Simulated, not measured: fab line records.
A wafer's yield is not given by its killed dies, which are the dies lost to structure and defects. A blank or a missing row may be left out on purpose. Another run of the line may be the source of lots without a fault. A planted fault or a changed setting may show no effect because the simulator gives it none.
Split-lot trial :: flow gf180mcu :: route with 602 steps; 5 lots, 23 wafers read

## SPLIT DETAILS
At GF_TOP_METAL_SPUTTER_00 (material Ti, target thk 37.5 nm, time 150 s), the setting chamber-pressure-pa was moved away from the recipe's 2 Pa on 15 of the 23 wafers read, by -12.3% to -8.6%. This setting was run at the recipe's value on the other wafers.

The reading comes from the split's own step.

## THE READING
Ti_of_TOP_METAL_SPUTTER_00.thk-nm (the simulator's own value, which no gauge read), in nm, at GF_TOP_METAL_SPUTTER_00 (material Ti, target thk 37.5 nm, time 150 s). No usual value for it is given in the file. Here, 8 wafers ran the recipe; their average is 37.46 nm with a standard deviation of 0.23 nm.

wafer: L076.1
tool, chamber at the split: pvd-sputter-03, -
chamber-pressure-pa as run, Pa: 2
against the recipe: recipe
Ti_of_TOP_METAL_SPUTTER_00.thk-nm, nm: 37.51
against lot-mates on the recipe: -

wafer: L076.5
tool, chamber at the split: pvd-sputter-03, -
chamber-pressure-pa as run, Pa: 2
against the recipe: recipe
Ti_of_TOP_METAL_SPUTTER_00.thk-nm, nm: 37.73
against lot-mates on the recipe: -

wafer: L076.6
tool, chamber at the split: pvd-sputter-03, -
chamber-pressure-pa as run, Pa: 2
against the recipe: recipe
Ti_of_TOP_METAL_SPUTTER_00.thk-nm, nm: 37.13
against lot-mates on the recipe: -

wafer: L078.1
tool, chamber at the split: pvd-sputter-04, -
chamber-pressure-pa as run, Pa: 1.828
against the recipe: -8.6%
Ti_of_TOP_METAL_SPUTTER_00.thk-nm, nm: 39.17
against lot-mates on the recipe: no lot-mate on the recipe

wafer: L078.2
tool, chamber at the split: pvd-sputter-04, -
chamber-pressure-pa as run, Pa: 1.828
against the recipe: -8.6%
Ti_of_TOP_METAL_SPUTTER_00.thk-nm, nm: 38.8
against lot-mates on the recipe: no lot-mate on the recipe

wafer: L078.6
tool, chamber at the split: pvd-sputter-04, -
chamber-pressure-pa as run, Pa: 1.828
against the recipe: -8.6%
Ti_of_TOP_METAL_SPUTTER_00.thk-nm, nm: 38.8
against lot-mates on the recipe: no lot-mate on the recipe

wafer: L078.4
tool, chamber at the split: pvd-sputter-04, -
chamber-pressure-pa as run, Pa: 1.828
against the recipe: -8.6%
Ti_of_TOP_METAL_SPUTTER_00.thk-nm, nm: 38.76
against lot-mates on the recipe: no lot-mate on the recipe

wafer: L078.5
tool, chamber at the split: pvd-sputter-04, -
chamber-pressure-pa as run, Pa: 1.828
against the recipe: -8.6%
Ti_of_TOP_METAL_SPUTTER_00.thk-nm, nm: 39.08
against lot-mates on the recipe: no lot-mate on the recipe

wafer: L082.1
tool, chamber at the split: pvd-sputter-02, -
chamber-pressure-pa as run, Pa: 1.754
against the recipe: -12.3%
Ti_of_TOP_METAL_SPUTTER_00.thk-nm, nm: 40.69
against lot-mates on the recipe: no lot-mate on the recipe

wafer: L082.2
tool, chamber at the split: pvd-sputter-02, -
chamber-pressure-pa as run, Pa: 1.754
against the recipe: -12.3%
Ti_of_TOP_METAL_SPUTTER_00.thk-nm, nm: 41.1
against lot-mates on the recipe: no lot-mate on the recipe

wafer: L082.3
tool, chamber at the split: pvd-sputter-02, -
chamber-pressure-pa as run, Pa: 1.754
against the recipe: -12.3%
Ti_of_TOP_METAL_SPUTTER_00.thk-nm, nm: 41.2
against lot-mates on the recipe: no lot-mate on the recipe

wafer: L082.4
tool, chamber at the split: pvd-sputter-02, -
chamber-pressure-pa as run, Pa: 1.754
against the recipe: -12.3%
Ti_of_TOP_METAL_SPUTTER_00.thk-nm, nm: 40.73
against lot-mates on the recipe: no lot-mate on the recipe

wafer: L082.5
tool, chamber at the split: pvd-sputter-02, -
chamber-pressure-pa as run, Pa: 1.754
against the recipe: -12.3%
Ti_of_TOP_METAL_SPUTTER_00.thk-nm, nm: 41.09
against lot-mates on the recipe: no lot-mate on the recipe

wafer: L083.2
tool, chamber at the split: pvd-sputter-04, -
chamber-pressure-pa as run, Pa: 2
against the recipe: recipe
Ti_of_TOP_METAL_SPUTTER_00.thk-nm, nm: 37.26
against lot-mates on the recipe: -

wafer: L083.3
tool, chamber at the split: pvd-sputter-04, -
chamber-pressure-pa as run, Pa: 2
against the recipe: recipe
Ti_of_TOP_METAL_SPUTTER_00.thk-nm, nm: 37.89
against lot-mates on the recipe: -

wafer: L083.4
tool, chamber at the split: pvd-sputter-04, -
chamber-pressure-pa as run, Pa: 2
against the recipe: recipe
Ti_of_TOP_METAL_SPUTTER_00.thk-nm, nm: 37.41
against lot-mates on the recipe: -

wafer: L083.5
tool, chamber at the split: pvd-sputter-04, -
chamber-pressure-pa as run, Pa: 2
against the recipe: recipe
Ti_of_TOP_METAL_SPUTTER_00.thk-nm, nm: 37.36
against lot-mates on the recipe: -

wafer: L083.6
tool, chamber at the split: pvd-sputter-04, -
chamber-pressure-pa as run, Pa: 2
against the recipe: recipe
Ti_of_TOP_METAL_SPUTTER_00.thk-nm, nm: 37.38
against lot-mates on the recipe: -

wafer: L084.2
tool, chamber at the split: pvd-sputter-03, -
chamber-pressure-pa as run, Pa: 1.794
against the recipe: -10.3%
Ti_of_TOP_METAL_SPUTTER_00.thk-nm, nm: 40.45
against lot-mates on the recipe: no lot-mate on the recipe

wafer: L084.3
tool, chamber at the split: pvd-sputter-03, -
chamber-pressure-pa as run, Pa: 1.794
against the recipe: -10.3%
Ti_of_TOP_METAL_SPUTTER_00.thk-nm, nm: 40.5
against lot-mates on the recipe: no lot-mate on the recipe

wafer: L084.4
tool, chamber at the split: pvd-sputter-03, -
chamber-pressure-pa as run, Pa: 1.794
against the recipe: -10.3%
Ti_of_TOP_METAL_SPUTTER_00.thk-nm, nm: 40.01
against lot-mates on the recipe: no lot-mate on the recipe

wafer: L084.5
tool, chamber at the split: pvd-sputter-03, -
chamber-pressure-pa as run, Pa: 1.794
against the recipe: -10.3%
Ti_of_TOP_METAL_SPUTTER_00.thk-nm, nm: 40.23
against lot-mates on the recipe: no lot-mate on the recipe

wafer: L084.6
tool, chamber at the split: pvd-sputter-03, -
chamber-pressure-pa as run, Pa: 1.794
against the recipe: -10.3%
Ti_of_TOP_METAL_SPUTTER_00.thk-nm, nm: 40.05
against lot-mates on the recipe: no lot-mate on the recipe

THE FIT
A straight line over all 23 wafers: Ti_of_TOP_METAL_SPUTTER_00.thk-nm changes by -0.266 nm for each +1% of chamber-pressure-pa; r = -0.95; the points scatter about the line by 0.46 nm.
Too few moved wafers with a lot-mate on the recipe to fit a line net of each lot's own level.

## THE FILE'S OWN FIT
Ti_of_TOP_METAL_SPUTTER_00.thk-nm changes by -0.266 nm for each +1% of chamber-pressure-pa, r = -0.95.
